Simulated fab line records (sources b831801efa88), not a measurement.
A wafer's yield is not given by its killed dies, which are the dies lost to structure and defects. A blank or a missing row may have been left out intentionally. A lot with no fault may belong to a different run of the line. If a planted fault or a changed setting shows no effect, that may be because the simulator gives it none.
Comparing a struck lot with a sound one	flow sky130	42 steps out of a route of 708
Sound: the wafers L892.4, L892.5, L892.6. The struck wafers were L902.1, L902.4, L902.5. The cause is named last.
Per side, at each step with rows, come the tool, then ch with its chambers, and then its first start. Under that, the readings that differ: sound wafers	struck wafers	difference of the means	sigmas: that difference in standard deviations of wafers without a fault.
alike: a reading whose means differ by less than 2 such deviations, as well as words and numbers matching on both sides. not compared: withheld readings; readings where some wafer has no value; bounds like >300 that might hide an equal value; numbers whose values overlap and for which the record gives no deviation.
The two part at a step that has a row with sigmas, a row that says differs or no value, or rows on one side only. Numbers that have no deviation but don't overlap get no sigmas and don't part them. A reading missing from all wafers of one side parts the sides only when that side holds two or more wafers.

SKY_NWELL_RS_MEAS_29: uses a four-point probe to measure.
  struck on filmMetro-01, day 8 05:03; sound on filmMetro-04, day 5 14:52
  alike: NWELL_RS
SKY_NWELL_RS_MEAS_31: uses a four-point probe to measure.
  struck on filmMetro-01, day 8 05:17; sound on filmMetro-04, day 5 15:06
  alike: PWDE_RS
then, 7 steps without rows for these wafers: SKY_VT_ADJUST_HVTP_DEHYDRATE_00 (time 60 s); SKY_VT_ADJUST_HVTP_HMDS_01 (prime time 60 s); SKY_VT_ADJUST_HVTP_COAT_02 (resist thk 1140 nm); SKY_VT_ADJUST_HVTP_SOFTBAKE_03 (time 60 s); SKY_VT_ADJUST_HVTP_EXPOSE_04 (exposes mask HVTPM, target cd 380 nm); SKY_VT_ADJUST_HVTP_PEB_05; SKY_VT_ADJUST_HVTP_DEVELOP_06 (develop time 60 s).
SKY_VT_ADJUST_HVTP_CD_MEAS_07: target cd 380 nm.
  struck on cdSem-02, day 9 02:18; sound on cdSem-01, day 6 09:49
  alike: cdNm
SKY_VT_ADJUST_HVTP_OVL_MEAS_08:
  struck on overlay-02, day 9 02:25; sound on overlay-01, day 6 09:53
  alike: VT_ADJUST_HVTP_OVL
SKY_VT_ADJUST_HVTP_IMPLANT_09:
  sound on implanter-03 ch 0, day 6 09:59; struck on implanter-03 ch 0, day 9 02:28
  alike: beamOnS, doseIonsCm2
SKY_VT_ADJUST_HVTP_STRIP_10: strips in O2/N2.
  sound on plasmaAsher-01 ch 0,1, day 6 10:05; struck on plasmaAsher-02 ch 0, day 9 02:37
reading	sound	struck	difference	sigmas
drypumpMotorCurrentA (A)	4.8 4.8 5.7	6.3 6.4 6.4	+1.3	+3
  alike: oesProductAu, stripTimeToEndpointS
  not compared: rfHoursCounterH
SKY_VT_ADJUST_HVTP_TW_MEAS_11:
  struck on filmMetro-03, day 9 02:43; sound on filmMetro-04, day 6 10:11
  alike: VT_ADJUST_HVTP_TW
then, 7 steps without rows for these wafers: SKY_VT_ADJUST_LVTN_DEHYDRATE_00 (time 60 s); SKY_VT_ADJUST_LVTN_HMDS_01 (prime time 60 s); SKY_VT_ADJUST_LVTN_COAT_02 (resist thk 3000 nm); SKY_VT_ADJUST_LVTN_SOFTBAKE_03; SKY_VT_ADJUST_LVTN_EXPOSE_04 (exposes mask NWM COMPLEMENT LESS NATIVE, target cd 840 nm); SKY_VT_ADJUST_LVTN_PEB_05; SKY_VT_ADJUST_LVTN_DEVELOP_06 (develop time 60 s).
SKY_VT_ADJUST_LVTN_OVL_MEAS_07:
  struck on overlay-02, day 10 00:54; sound on overlay-01, day 7 05:14
  alike: VT_ADJUST_LVTN_OVL
next, for these wafers, 1 step has no rows: SKY_VT_ADJUST_LVTN_IMPLANT_08.
SKY_VT_ADJUST_LVTN_STRIP_09: strips in O2/N2.
  sound on plasmaAsher-04 ch 0,1, day 7 05:26; struck on plasmaAsher-01 ch 0,1, day 10 01:05
  alike: drypumpMotorCurrentA, oesProductAu, stripTimeToEndpointS
  not compared: rfHoursCounterH
SKY_VT_ADJUST_LVTN_TW_MEAS_10:
  struck on filmMetro-03, day 10 01:11; sound on filmMetro-01, day 7 05:32
  alike: VT_ADJUST_LVTN_TW
then, 7 steps without rows for these wafers: SKY_VT_ADJUST_LVTN_DEHYDRATE_11 (time 60 s); SKY_VT_ADJUST_LVTN_HMDS_12 (prime time 60 s); SKY_VT_ADJUST_LVTN_COAT_13 (resist thk 1140 nm); SKY_VT_ADJUST_LVTN_SOFTBAKE_14 (time 60 s); SKY_VT_ADJUST_LVTN_EXPOSE_15 (exposes mask HVN STD DERIVED, target cd 600 nm); SKY_VT_ADJUST_LVTN_PEB_16; SKY_VT_ADJUST_LVTN_DEVELOP_17 (develop time 60 s).
SKY_VT_ADJUST_LVTN_OVL_MEAS_18:
  struck on overlay-02, day 10 23:40; sound on overlay-01, day 8 01:07
  alike: VT_ADJUST_LVTN_01_OVL
next, for these wafers, 1 step has no rows: SKY_VT_ADJUST_LVTN_IMPLANT_19.
SKY_VT_ADJUST_LVTN_STRIP_20: strips in O2/N2.
  sound on plasmaAsher-01 ch 0,1, day 8 01:19; struck on plasmaAsher-01 ch 0,1, day 10 23:51
  alike: drypumpMotorCurrentA, oesProductAu, stripTimeToEndpointS
  not compared: rfHoursCounterH
SKY_VT_ADJUST_LVTN_TW_MEAS_21:
  struck on filmMetro-03, day 10 23:57; sound on filmMetro-01, day 8 01:25
  alike: VT_ADJUST_LVTN_2_TW
then, 5 steps without rows for these wafers: SKY_VT_ADJUST_NCORE_DEHYDRATE_00 (time 60 s); SKY_VT_ADJUST_NCORE_HMDS_01 (prime time 60 s); SKY_VT_ADJUST_NCORE_COAT_02 (resist thk 1140 nm); SKY_VT_ADJUST_NCORE_SOFTBAKE_03 (time 60 s); SKY_VT_ADJUST_NCORE_EXPOSE_04 (exposes mask LVTN COMPLEMENT THIN, target cd 380 nm).
-- record jumps: 38 days separate the struck wafers' starts on either side; left off in module VT_ADJUST_NCORE, taken up again in module PAD_OPEN, whose first shown step is the route's number 708 --
SKY_PAD_OPEN_PROBE_99:
  struck on prober-01, day 49 00:25; sound on prober-02, day 46 00:58
reading	sound	struck	difference	sigmas
model.etest.tipP.rsOhmSqRange	152.3 195.5 217.9	425.7 449.2 269.8	+193.0	
model.etest.pfet_01v8.driveUaUmRange	8.825 3.805 6.108	19.45 22.14 19.31	+14.05	
model.etest.pfet_01v8.vtVRange	0.01432 0.01163 0.01047	0.05386 0.06565 0.05915	+0.04741	
  alike: killed_at_M0_to_M3, killed_at_M4_up, killedAtContacts, killedAtFrontEnd, killedAtOther, killedDies, killedOpen, killedShort

WHERE THEY PART
At SKY_VT_ADJUST_HVTP_STRIP_10 and nowhere else, as far as this record goes. Later steps at which nothing parts them and some readings are alike: SKY_VT_ADJUST_HVTP_TW_MEAS_11, SKY_VT_ADJUST_LVTN_OVL_MEAS_07, SKY_VT_ADJUST_LVTN_STRIP_09, SKY_VT_ADJUST_LVTN_TW_MEAS_10, SKY_VT_ADJUST_LVTN_OVL_MEAS_18, SKY_VT_ADJUST_LVTN_STRIP_20, SKY_VT_ADJUST_LVTN_TW_MEAS_21, SKY_PAD_OPEN_PROBE_99.

WHY: what the simulator had put in
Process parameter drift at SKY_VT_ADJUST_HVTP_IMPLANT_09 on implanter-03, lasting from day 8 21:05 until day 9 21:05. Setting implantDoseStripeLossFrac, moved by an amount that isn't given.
